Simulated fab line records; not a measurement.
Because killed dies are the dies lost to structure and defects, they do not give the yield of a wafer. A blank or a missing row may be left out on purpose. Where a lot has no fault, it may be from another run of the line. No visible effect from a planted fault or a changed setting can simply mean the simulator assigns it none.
fab line records ; flow sky130
record lots=7; wafers=21; last_day=50
route steps=708 shown LDD_N@252 LDD_P@255 LDD_HVN@267 PAD_OPEN@708
lots with no fault: from the same line, run without faults
start_h: start of the lot's first displayed wafer, in hours after the record's first day ; wait_h: hours from the lot's prior step to this one ; " the same as in the row above ; L1.1+2: a row that stands for several wafers ; - no value present, or no start provided ; * or withheld: withheld ; < > ~ a bound
route shown NAME@n: NAME is a module with steps in the file, n the number in the route of the first one ; usual: mean/standard deviation of fault-free wafers ; same: alike in all rows ; chamber/n: place in a boat ; sites: per-site readings ; _std_site: their standard deviation ; _edge_site: the outer-site mean with the inner-site mean subtracted ; radius_mm: for every site, how far away it sits from the centre of the wafer ; mask NAME#n: copy n ; behind: tool/chamber where the wafer was last shaped ; hold: why the lot was held/for how many hours/how that ended ; device: names the non-switching transistor (n, p or np) ; end of line: tests run on the same wafers once the route is complete ; where a step has no rows: the recipe by itself ; killed: dies lost to structure and defects at the first sort, not the wafer's yield ; map: dies across one wafer; x = killed, . = not, _ = none there
set.NAME: setting as actually run; set.NAME@STEP: the setting as run at that earlier step ; model.NAME: the simulator's own value behind a step, which no gauge read
lots seen at some steps along the route; tables by step, rows by wafer
services: a tool's chamber out of use, with start hour (start_h, from the record's first day; less than 0 if before it), hours out, and reason
## steps
# step SKY_LDD_N_IMPLANT_15
# recipe species=BF2; energy_kev=50; dose_cm2=5e+12; tilt_deg=30; rotation_deg=270
# step SKY_LDD_N_STRIP_16
# recipe chemistry=O2/N2; power_w=1400; pressure_mtorr=1500; platen_temp_c=withheld; o2_flow_sccm=3000; n2_flow_sccm=300; overash_fraction=0.5
# usual drypump_motor_current_A=5.6/0.4; oes_product_au=0.407/0.0046; strip_time_to_endpoint_s=4.318/0.016
lot.wafer;tool;chamber;start_h;wait_h;drypump_motor_current_A;oes_product_au;rf_hours_counter_h;strip_time_to_endpoint_s
L863.3;plasma_asher-03;1;425.24;0.1;5.9;0.402;-;4.294
L863.4;plasma_asher-03;0;425.24;0.1;5.4;0.402;-;4.331
L863.5;plasma_asher-03;0;425.24;0.1;5.5;0.412;-;4.340
L867.1;plasma_asher-02;1;461.65;0.1;4.9;0.398;33;4.312
L867.4;plasma_asher-02;0;461.65;0.1;6.0;0.404;-;4.297
L867.5;plasma_asher-02;1;461.65;0.1;4.9;0.407;-;4.301
L868.2;plasma_asher-03;0;469.39;0.1;5.5;0.401;68;4.339
L868.4;plasma_asher-03;0;469.39;0.1;5.5;0.411;-;4.331
L868.5;plasma_asher-03;0;469.39;0.1;5.4;0.409;-;4.310
L869.1;plasma_asher-03;1;473.56;0.1;6.0;0.406;69;4.318
L869.4;plasma_asher-03;0;473.56;0.1;5.5;0.406;-;4.317
L869.6;plasma_asher-03;1;473.56;0.1;6.0;0.408;-;4.318
L877.1;plasma_asher-02;1;546.36;0.1;4.9;0.410;41;4.309
L877.5;plasma_asher-02;0;546.36;0.1;6.0;0.413;-;4.328
L877.6;plasma_asher-02;1;546.36;0.1;4.9;0.409;-;4.316
L878.3;plasma_asher-02;1;552.78;0.1;4.9;0.396;-;4.300
L878.4;plasma_asher-02;0;552.78;0.1;6.0;0.402;-;4.280
L878.5;plasma_asher-02;1;552.78;0.1;5.0;0.412;-;4.315
L884.3;plasma_asher-03;1;602.08;0.1;6.0;0.402;-;4.326
L884.4;plasma_asher-03;0;602.08;0.1;5.5;0.408;-;4.335
L884.5;plasma_asher-03;1;602.08;0.1;6.0;0.405;-;4.322
# step SKY_LDD_N_TW_MEAS_17
# usual LDD_N_TW=2608/17
lot.wafer;tool;chamber;start_h;wait_h;LDD_N_TW
L863.3;film_metro-03;-;425.32;0.1;2633
L863.4;film_metro-03;-;425.32;0.1;2615
L863.5;film_metro-03;-;425.32;0.1;2618
L867.1;film_metro-03;-;461.75;0.1;2636
L867.4;film_metro-03;-;461.75;0.1;2628
L867.5;film_metro-03;-;461.75;0.1;2628
L868.2;film_metro-04;-;469.50;0.1;2590
L868.4;film_metro-04;-;469.50;0.1;2617
L868.5;film_metro-04;-;469.50;0.1;2596
L869.1;film_metro-03;-;473.66;0.1;2633
L869.4;film_metro-03;-;473.66;0.1;2644
L869.6;film_metro-03;-;473.66;0.1;2633
L877.1;film_metro-04;-;546.46;0.1;2593
L877.5;film_metro-04;-;546.46;0.1;2595
L877.6;film_metro-04;-;546.46;0.1;2603
L878.3;film_metro-03;-;552.86;0.1;2618
L878.4;film_metro-03;-;552.86;0.1;2620
L878.5;film_metro-03;-;552.86;0.1;2617
L884.3;film_metro-04;-;602.16;0.1;2621
L884.4;film_metro-04;-;602.16;0.1;2605
L884.5;film_metro-04;-;602.16;0.1;2603
# step SKY_LDD_P_DEHYDRATE_00
# recipe temp_c=200; time_s=60
# step SKY_LDD_P_HMDS_01
# recipe prime_time_s=60; prime_temp_c=120
# step SKY_LDD_P_COAT_02
# recipe resist=NOVOLAK; spin_rpm=3000; resist_thk_nm=1140
# step SKY_LDD_P_SOFTBAKE_03
# recipe temp_c=90; time_s=60; resist=NOVOLAK
# step SKY_LDD_P_EXPOSE_04
# recipe mask_id=PSDM; na=0.6; source_shape=conventional; sigma_outer=0.6; polarization=unpolarized; target_cd_nm=380; dose_mj=138
# step SKY_LDD_P_PEB_05
# recipe temp_c=withheld; time_s=*; resist=NOVOLAK
# step SKY_LDD_P_DEVELOP_06
# recipe resist=NOVOLAK; developer=TMAH; develop_time_s=60; dev_temp_c=23
# step SKY_LDD_P_CD_MEAS_07
# recipe target_cd_nm=380
# usual cd_nm=379.8/2.6
lot.wafer;tool;chamber;start_h;wait_h;cd_nm
L863.3;cd_sem-01;-;455.52;0.1;383.5
L863.4;cd_sem-01;-;455.52;0.1;382.2
L863.5;cd_sem-01;-;455.52;0.1;382.7
L867.1;cd_sem-02;-;492.72;0.1;378.1
L867.4;cd_sem-02;-;492.72;0.1;379.0
L867.5;cd_sem-02;-;492.72;0.1;377.7
L868.2;cd_sem-01;-;500.24;0.1;379.9
L868.4;cd_sem-01;-;500.24;0.1;378.5
L868.5;cd_sem-01;-;500.24;0.1;380.0
L869.1;cd_sem-01;-;504.13;0.1;381.8
L869.4;cd_sem-01;-;504.13;0.1;382.3
L869.6;cd_sem-01;-;504.13;0.1;381.3
L877.1;cd_sem-01;-;576.03;0.1;380.4
L877.5;cd_sem-01;-;576.03;0.1;382.8
L877.6;cd_sem-01;-;576.03;0.1;377.4
L878.3;cd_sem-02;-;583.11;0.1;378.3
L878.4;cd_sem-02;-;583.11;0.1;378.2
L878.5;cd_sem-02;-;583.11;0.1;378.5
L884.3;cd_sem-01;-;631.51;0.1;382.8
L884.4;cd_sem-01;-;631.51;0.1;382.6
L884.5;cd_sem-01;-;631.51;0.1;383.4
# step SKY_LDD_P_OVL_MEAS_08
# usual LDD_P_OVL=0.3/1.3
lot.wafer;tool;chamber;start_h;wait_h;LDD_P_OVL[nm]
L863.3;overlay-01;-;455.61;0.1;-1.4
L863.4;overlay-01;-;455.61;0.1;-2.0
L863.5;overlay-01;-;455.61;0.1;-0.1
L867.1;overlay-01;-;492.84;0.1;-1.3
L867.4;overlay-01;-;492.84;0.1;-0.1
L867.5;overlay-01;-;492.84;0.1;-2.0
L868.2;overlay-02;-;500.35;0.1;0.2
L868.4;overlay-02;-;500.35;0.1;2.0
L868.5;overlay-02;-;500.35;0.1;0.3
L869.1;overlay-01;-;504.25;0.1;0.4
L869.4;overlay-01;-;504.25;0.1;1.4
L869.6;overlay-01;-;504.25;0.1;0.3
L877.1;overlay-01;-;576.15;0.1;0.8
L877.5;overlay-01;-;576.15;0.1;1.4
L877.6;overlay-01;-;576.15;0.1;0.9
L878.3;overlay-01;-;583.20;0.1;2.7
L878.4;overlay-01;-;583.20;0.1;1.0
L878.5;overlay-01;-;583.20;0.1;1.8
L884.3;overlay-02;-;631.60;0.1;-2.7
L884.4;overlay-02;-;631.60;0.1;-1.3
L884.5;overlay-02;-;631.60;0.1;-1.7
# step SKY_LDD_P_IMPLANT_09
# recipe species=BF2; energy_kev=25; dose_cm2=1e+13; tilt_deg=withheld
# usual beam_energy_keV=24.998/0.0081; end_station_pressure_torr=5.07e-06/2.3e-07
# same implant_ion_amu=49
lot.wafer;tool;chamber;start_h;wait_h;beam_energy_keV;end_station_pressure_torr
L863.3;implanter-03;0;455.69;0.1;24.990;5.05e-06
L863.4;implanter-03;0;455.69;0.1;24.997;5.23e-06
L863.5;implanter-03;0;455.69;0.1;24.991;5.25e-06
L867.1;implanter-03;0;492.87;0.0;24.995;4.8e-06
L867.4;implanter-03;0;492.87;0.0;24.992;4.73e-06
L867.5;implanter-03;0;492.87;0.0;24.992;5.16e-06
L868.2;implanter-03;0;500.40;0.0;24.991;4.81e-06
L868.4;implanter-03;0;500.40;0.0;25.009;4.6e-06
L868.5;implanter-03;0;500.40;0.0;24.998;5.26e-06
L869.1;implanter-03;0;504.29;0.0;25.009;5.13e-06
L869.4;implanter-03;0;504.29;0.0;25.004;5.13e-06
L869.6;implanter-03;0;504.29;0.0;25.004;5.05e-06
L877.1;implanter-02;0;576.19;0.0;24.992;5.45e-06
L877.5;implanter-02;0;576.19;0.0;24.988;5.06e-06
L877.6;implanter-02;0;576.19;0.0;24.997;4.83e-06
L878.3;implanter-03;0;583.28;0.1;24.996;5.07e-06
L878.4;implanter-03;0;583.28;0.1;24.986;5.29e-06
L878.5;implanter-03;0;583.28;0.1;24.999;5.33e-06
L884.3;implanter-03;0;631.67;0.1;25.001;5.4e-06
L884.4;implanter-03;0;631.67;0.1;25.014;4.88e-06
L884.5;implanter-03;0;631.67;0.1;25.000;5.14e-06
# step SKY_LDD_P_STRIP_10
# recipe chemistry=O2/N2; power_w=1400; pressure_mtorr=1500; platen_temp_c=withheld; o2_flow_sccm=3000; n2_flow_sccm=300; overash_fraction=0.5
# usual drypump_motor_current_A=5.6/0.43; oes_product_au=0.715/0.0047; strip_time_to_endpoint_s=14.18/0.037
lot.wafer;tool;chamber;start_h;wait_h;drypump_motor_current_A;oes_product_au;rf_hours_counter_h;strip_time_to_endpoint_s
L863.3;plasma_asher-02;0;455.82;0.1;6.0;0.714;-;14.15
L863.4;plasma_asher-02;1;455.82;0.1;5.0;0.708;-;14.16
L863.5;plasma_asher-02;1;455.82;0.1;4.9;0.712;-;14.19
L867.1;plasma_asher-04;0;493.02;0.1;5.7;0.722;76;14.26
L867.4;plasma_asher-04;1;493.02;0.1;5.3;0.720;-;14.20
L867.5;plasma_asher-04;0;493.02;0.1;5.7;0.716;-;14.21
L868.2;plasma_asher-02;0;500.53;0.1;6.0;0.716;37;14.25
L868.4;plasma_asher-02;0;500.53;0.1;6.0;0.719;-;14.24
L868.5;plasma_asher-02;1;500.53;0.1;4.9;0.717;-;14.23
L869.1;plasma_asher-02;1;504.44;0.1;4.9;0.720;37;14.19
L869.4;plasma_asher-02;0;504.44;0.1;6.1;0.716;-;14.19
L869.6;plasma_asher-02;1;504.44;0.1;5.0;0.709;-;14.18
L877.1;plasma_asher-02;0;576.34;0.1;6.0;0.719;44;14.14
L877.5;plasma_asher-02;0;576.34;0.1;6.0;0.720;-;14.15
L877.6;plasma_asher-02;1;576.34;0.1;4.9;0.721;-;14.16
L878.3;plasma_asher-01;1;583.41;0.1;6.1;0.715;-;14.21
L878.4;plasma_asher-01;0;583.41;0.1;5.5;0.715;-;14.21
L878.5;plasma_asher-01;1;583.41;0.1;6.1;0.715;-;14.18
L884.3;plasma_asher-02;0;631.81;0.1;6.0;0.706;-;14.19
L884.4;plasma_asher-02;1;631.81;0.1;5.0;0.728;-;14.19
L884.5;plasma_asher-02;1;631.81;0.1;4.9;0.719;-;14.18
# step SKY_LDD_P_TW_MEAS_11
# usual LDD_P_TW=637.9/2.9
lot.wafer;tool;chamber;start_h;wait_h;LDD_P_TW
L863.3;film_metro-01;-;455.91;0.1;639.7
L863.4;film_metro-01;-;455.91;0.1;637.9
L863.5;film_metro-01;-;455.91;0.1;638.3
L867.1;film_metro-01;-;493.12;0.1;575.1
L867.4;film_metro-01;-;493.12;0.1;574.7
L867.5;film_metro-01;-;493.12;0.1;574.3
L868.2;film_metro-02;-;500.64;0.1;576.9
L868.4;film_metro-02;-;500.64;0.1;574.5
L868.5;film_metro-02;-;500.64;0.1;576.8
L869.1;film_metro-04;-;504.54;0.1;579.3
L869.4;film_metro-04;-;504.54;0.1;576.8
L869.6;film_metro-04;-;504.54;0.1;579.6
L877.1;film_metro-02;-;576.44;0.1;638.0
L877.5;film_metro-02;-;576.44;0.1;637.6
L877.6;film_metro-02;-;576.44;0.1;633.2
L878.3;film_metro-01;-;583.50;0.1;640.4
L878.4;film_metro-01;-;583.50;0.1;643.4
L878.5;film_metro-01;-;583.50;0.1;647.5
L884.3;film_metro-02;-;631.89;0.1;637.2
L884.4;film_metro-02;-;631.89;0.1;636.7
L884.5;film_metro-02;-;631.89;0.1;636.2
# step SKY_LDD_HVN_DEHYDRATE_00
# recipe temp_c=200; time_s=60
# step SKY_PAD_OPEN_PROBE_99
# usual killed_at_M0_to_M3=44/6.9; killed_at_M4_up=3.1/1.7; killed_at_contacts=25/5.6; killed_at_front_end=14/4.3; killed_at_other=0.3/0.51; killed_dies=86/9.8; killed_open=47/6.5; killed_short=39/6.6
# same gross_dies=492; killed_at_back_side=0
lot.wafer;tool;chamber;start_h;wait_h;killed_at_M0_to_M3;killed_at_M4_up;killed_at_contacts;killed_at_front_end;killed_at_other;killed_dies;killed_open;killed_short;model.etest.tip_p.rs_ohm_sq_range;model.etest.tip_p.rs_ohm_sq;model.etest.tip_p.rs_ohm_sq_rim_less_centre;model.etest.pfet_01v8.r_on_ohm_um;model.etest.pfet_01v8.drive_ua_um;model.etest.pfet_01v8.drive_ua_um_range;model.etest.pfet_01v8.off_log10_a_um;model.etest.pfet_01v8.vt_sat_v
L863.3;prober-01;-;1102.97;0.2;44;9;32;18;0;103;56;47;168.4;6783;39.31;2927;191;8.13;-9.941;-0.5911
L863.4;prober-01;-;1103.02;0.2;51;3;27;11;0;92;46;46;159.3;6814;41.65;2953;191.2;3.461;-9.918;-0.5768
L863.5;prober-01;-;1103.07;0.2;41;2;33;14;0;90;46;44;133.1;6826;-10.52;2921;189.9;6.365;-9.986;-0.5981
L867.1;prober-01;-;1125.07;0.1;38;1;16;18;0;73;41;32;4466;1.121e+04;-2195;3113;176;10.23;-10.75;-0.6671
L867.4;prober-01;-;1125.22;0.2;46;3;29;10;2;90;49;41;4477;1.118e+04;-2128;3088;177.6;10.59;-10.56;-0.6527
L867.5;prober-01;-;1125.27;0.2;55;3;23;7;1;89;55;34;4586;1.118e+04;-2090;3118;176.5;13.05;-10.66;-0.6588
L868.2;prober-02;-;1128.69;0.1;53;5;27;13;0;98;55;43;4062;1.084e+04;-1887;2978;187.1;14.07;-10.3;-0.6455
L868.4;prober-02;-;1128.79;0.2;55;4;22;12;0;93;46;47;4277;1.086e+04;-1788;3013;182.2;13.32;-10.46;-0.6504
L868.5;prober-02;-;1128.84;0.2;45;4;26;14;0;89;50;39;4349;1.077e+04;-1942;3042;179.6;10.81;-10.34;-0.6478
L869.1;prober-01;-;1131.44;0.1;37;5;21;16;0;79;45;34;4016;1.059e+04;-1513;3043;181.6;13.03;-10.09;-0.6284
L869.4;prober-01;-;1131.59;0.2;44;2;22;17;0;85;44;41;4070;1.067e+04;-1618;2926;190;15.77;-9.902;-0.6046
L869.6;prober-01;-;1131.69;0.2;56;3;21;19;0;99;50;49;3941;1.061e+04;-1827;2972;187.4;12.92;-9.943;-0.6184
L877.1;prober-01;-;1177.64;0.1;45;3;22;15;0;85;50;35;233.5;6932;62.99;2906;187.6;4.704;-10.19;-0.6078
L877.5;prober-01;-;1177.84;0.2;27;5;21;14;1;68;43;25;117.5;6928;-11.64;2912;191.6;6.75;-10.1;-0.6014
L877.6;prober-01;-;1177.89;0.2;36;3;29;17;1;86;43;43;177.6;6972;88.72;2854;194.5;6.115;-10.02;-0.6028
L878.3;prober-02;-;1181.87;0.2;43;2;34;13;0;92;52;40;200.7;6710;-123.6;2872;195.4;7.914;-9.502;-0.5378
L878.4;prober-02;-;1181.92;0.2;45;6;22;16;0;89;45;44;211.1;6726;67.18;2903;192.4;8.159;-9.531;-0.5545
L878.5;prober-02;-;1181.97;0.2;47;6;16;13;0;82;42;40;197.5;6761;4.63;2906;191.7;7.938;-9.301;-0.5492
L884.3;prober-01;-;1210.04;0.2;48;0;28;12;0;88;53;35;210.3;6823;140.3;2861;196.4;4.362;-9.404;-0.5514
L884.4;prober-01;-;1210.09;0.2;34;4;23;19;0;80;45;35;100.2;6786;-48.1;2810;200.3;5.868;-9.203;-0.525
L884.5;prober-01;-;1210.14;0.2;52;2;22;7;1;84;54;30;148.3;6806;116.7;2898;192.4;11.43;-9.58;-0.5515
# killed by level:class
L863.3 CONTACT:geometric_particle:open=12 VIA1:geometric_particle:open=12 VIA3:geometric_particle:open=10 FIELD_ISO:geometric_particle:short=7 LI_CONTACT:geometric_particle:open=7 CONTACT:geometric_particle:short=7 POLY_GATE:geometric_particle:short=6 METAL4:geometric_particle:short=6
L863.4 CONTACT:geometric_particle:open=11 VIA1:geometric_particle:open=10 VIA2:geometric_particle:open=8 METAL2:geometric_particle:short=7 FIELD_ISO:geometric_particle:short=6 VIA2:geometric_particle:short=5 VIA3:geometric_particle:open=5 LI_CONTACT:geometric_particle:short=4
L863.5 CONTACT:geometric_particle:open=15 METAL1:geometric_particle:short=9 VIA1:geometric_particle:open=8 CONTACT:geometric_particle:short=6 VIA1:geometric_particle:short=6 FIELD_ISO:geometric_particle:open=5 LOCAL_INTERCONNECT:geometric_particle:short=5 VIA2:geometric_particle:open=5
L867.1 VIA2:geometric_particle:open=10 VIA1:geometric_particle:open=7 CONTACT:geometric_particle:open=6 LOCAL_INTERCONNECT:geometric_particle:short=5 METAL2:geometric_particle:short=5 FIELD_ISO:geometric_particle:open=4 FIELD_ISO:geometric_particle:short=4 POLY_GATE:geometric_particle:short=4
L867.4 LI_CONTACT:geometric_particle:open=11 VIA1:geometric_particle:open=11 CONTACT:geometric_particle:open=7 VIA2:geometric_particle:open=6 METAL2:geometric_particle:short=5 LOCAL_INTERCONNECT:geometric_particle:short=4 VIA1:geometric_particle:short=4 VIA2:geometric_particle:short=4
L867.5 VIA1:geometric_particle:open=11 VIA2:geometric_particle:open=8 VIA3:geometric_particle:open=8 LI_CONTACT:geometric_particle:open=7 METAL2:geometric_particle:short=6 VIA1:geometric_particle:short=6 CONTACT:geometric_particle:open=6 METAL1:geometric_particle:short=5
L868.2 VIA1:geometric_particle:open=18 CONTACT:geometric_particle:open=13 METAL1:geometric_particle:short=9 CONTACT:geometric_particle:short=8 METAL2:geometric_particle:short=6 VIA2:geometric_particle:open=6 VIA3:geometric_particle:open=4 METAL4:geometric_particle:short=4
L868.4 VIA1:geometric_particle:open=16 METAL1:geometric_particle:short=7 VIA2:geometric_particle:short=6 FIELD_ISO:geometric_particle:short=5 LI_CONTACT:geometric_particle:short=5 METAL1:geometric_particle:open=4 LOCAL_INTERCONNECT:geometric_particle:short=4 CONTACT:geometric_particle:short=4
L868.5 CONTACT:geometric_particle:open=9 LI_CONTACT:geometric_particle:open=8 VIA2:geometric_particle:open=8 VIA1:geometric_particle:open=6 METAL2:geometric_particle:short=6 POLY_GATE:geometric_particle:short=5 CONTACT:geometric_particle:short=5 METAL3:geometric_particle:short=5
L869.1 CONTACT:geometric_particle:open=10 VIA1:geometric_particle:open=9 METAL2:geometric_particle:short=6 LI_CONTACT:geometric_particle:open=5 CONTACT:geometric_particle:short=5 FIELD_ISO:geometric_particle:open=4 VIA3:geometric_particle:open=4 METAL4:geometric_particle:short=4
L869.4 VIA1:geometric_particle:open=11 CONTACT:geometric_particle:short=8 CONTACT:geometric_particle:open=7 VIA1:geometric_particle:short=7 LI_CONTACT:geometric_particle:open=6 FIELD_ISO:geometric_particle:short=5 METAL2:geometric_particle:short=5 FIELD_ISO:geometric_particle:open=4
L869.6 VIA1:geometric_particle:open=11 METAL2:geometric_particle:short=8 CONTACT:geometric_particle:open=8 VIA2:geometric_particle:open=8 POLY_GATE:geometric_particle:short=6 VIA1:geometric_particle:short=6 METAL1:geometric_particle:short=5 VIA3:geometric_particle:open=5
L877.1 VIA1:geometric_particle:open=14 CONTACT:geometric_particle:open=11 VIA3:geometric_particle:open=7 METAL2:geometric_particle:short=7 VIA1:geometric_particle:short=5 FIELD_ISO:geometric_particle:short=4 FIELD_ISO:geometric_particle:open=4 LI_CONTACT:geometric_particle:open=3
L877.5 CONTACT:geometric_particle:open=10 METAL1:geometric_particle:short=7 VIA1:geometric_particle:open=7 FIELD_ISO:geometric_particle:open=6 LI_CONTACT:geometric_particle:open=5 VIA3:geometric_particle:open=5 LI_CONTACT:geometric_particle:short=4 FIELD_ISO:geometric_particle:short=3
L877.6 CONTACT:geometric_particle:open=9 VIA1:geometric_particle:short=9 VIA1:geometric_particle:open=8 FIELD_ISO:geometric_particle:short=7 CONTACT:geometric_particle:short=7 VIA2:geometric_particle:open=7 LI_CONTACT:geometric_particle:short=5 METAL1:geometric_particle:short=5
L878.3 CONTACT:geometric_particle:open=14 VIA1:geometric_particle:open=10 VIA2:geometric_particle:open=9 LI_CONTACT:geometric_particle:short=6 LOCAL_INTERCONNECT:geometric_particle:short=5 METAL2:geometric_particle:short=5 VIA3:geometric_particle:open=4 CONTACT:geometric_particle:short=4
L878.4 VIA1:geometric_particle:open=10 FIELD_ISO:geometric_particle:open=7 VIA1:geometric_particle:short=7 CONTACT:geometric_particle:open=6 POLY_GATE:geometric_particle:short=5 LI_CONTACT:geometric_particle:open=5 METAL1:geometric_particle:short=5 VIA2:geometric_particle:short=5
L878.5 VIA1:geometric_particle:open=10 VIA2:geometric_particle:open=6 VIA3:geometric_particle:open=6 METAL4:geometric_particle:short=6 CONTACT:geometric_particle:short=5 METAL1:geometric_particle:short=5 METAL2:geometric_particle:short=5 METAL3:geometric_particle:short=5
L884.3 CONTACT:geometric_particle:open=13 VIA1:geometric_particle:open=13 LI_CONTACT:geometric_particle:open=9 METAL1:geometric_particle:short=7 VIA1:geometric_particle:short=6 VIA3:geometric_particle:open=6 LOCAL_INTERCONNECT:geometric_particle:short=4 VIA2:geometric_particle:open=4
L884.4 CONTACT:geometric_particle:open=10 VIA1:geometric_particle:open=6 METAL1:geometric_particle:short=6 VIA1:geometric_particle:short=6 VIA2:geometric_particle:open=6 FIELD_ISO:geometric_particle:short=5 LI_CONTACT:geometric_particle:open=5 POLY_GATE:geometric_particle:short=4
L884.5 VIA1:geometric_particle:open=14 VIA3:geometric_particle:open=10 LI_CONTACT:geometric_particle:open=9 VIA2:geometric_particle:open=8 CONTACT:geometric_particle:open=5 METAL1:geometric_particle:short=5 VIA1:geometric_particle:short=5 FIELD_ISO:geometric_particle:short=4
## services
tool;chamber;start_h;hours;kind
plasma_asher-02;-;410.74;14.6;pm
plasma_asher-04;-;412.76;2.2;repair
plasma_asher-04;-;419.04;3.4;repair
plasma_asher-01;-;421.25;9.0;pm
plasma_asher-01;0;421.25;9.0;vent_cycle
plasma_asher-01;1;421.25;9.0;vent_cycle
plasma_asher-04;-;423.20;0.8;repair
plasma_asher-01;0;430.25;-;clean
plasma_asher-01;1;430.25;-;clean
plasma_asher-02;-;433.39;2.1;repair
plasma_asher-02;-;436.63;2.0;repair
plasma_asher-04;-;485.10;2.8;pm
plasma_asher-01;-;502.42;0.4;repair
plasma_asher-01;-;502.81;2.8;pm
plasma_asher-03;-;524.78;6.5;repair
implanter-03;-;539.98;0.7;repair
plasma_asher-02;-;557.36;2.8;pm
plasma_asher-04;-;563.32;2.1;repair
plasma_asher-02;-;619.89;4.2;repair
## key
first_sign step=SKY_LDD_P_TW_MEAS_11; reading=LDD_P_TW; direction=down; sigmas=21; usual=637.9; struck=576.5
effect none on later readings
model_effect step=SKY_PAD_OPEN_PROBE_99; value=etest.tip_p.rs_ohm_sq_range; without=185.2; struck=4249
met_at SKY_LDD_P_IMPLANT_09
struck_wafers L867.1,L867.4,L867.5,L868.2,L868.4,L868.5,L869.1,L869.4,L869.6
tester_left_out L867,L868,L869
onset_between 455.69 492.87
fault kind=process_parameter_drift; tool=implanter-03; chamber=-; onset_h=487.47; steps=SKY_LDD_P_IMPLANT_09; channel=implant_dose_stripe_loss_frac; offset=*; shape=step; end_h=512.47
# tester_left_out: of these lots the tester's yield and bins aren't shown, on N5 and GAA mostly nor the transistor test; their killed dies are dies lost to structure and defects alone, not to doping, threshold or leakage, so they don't give the yield
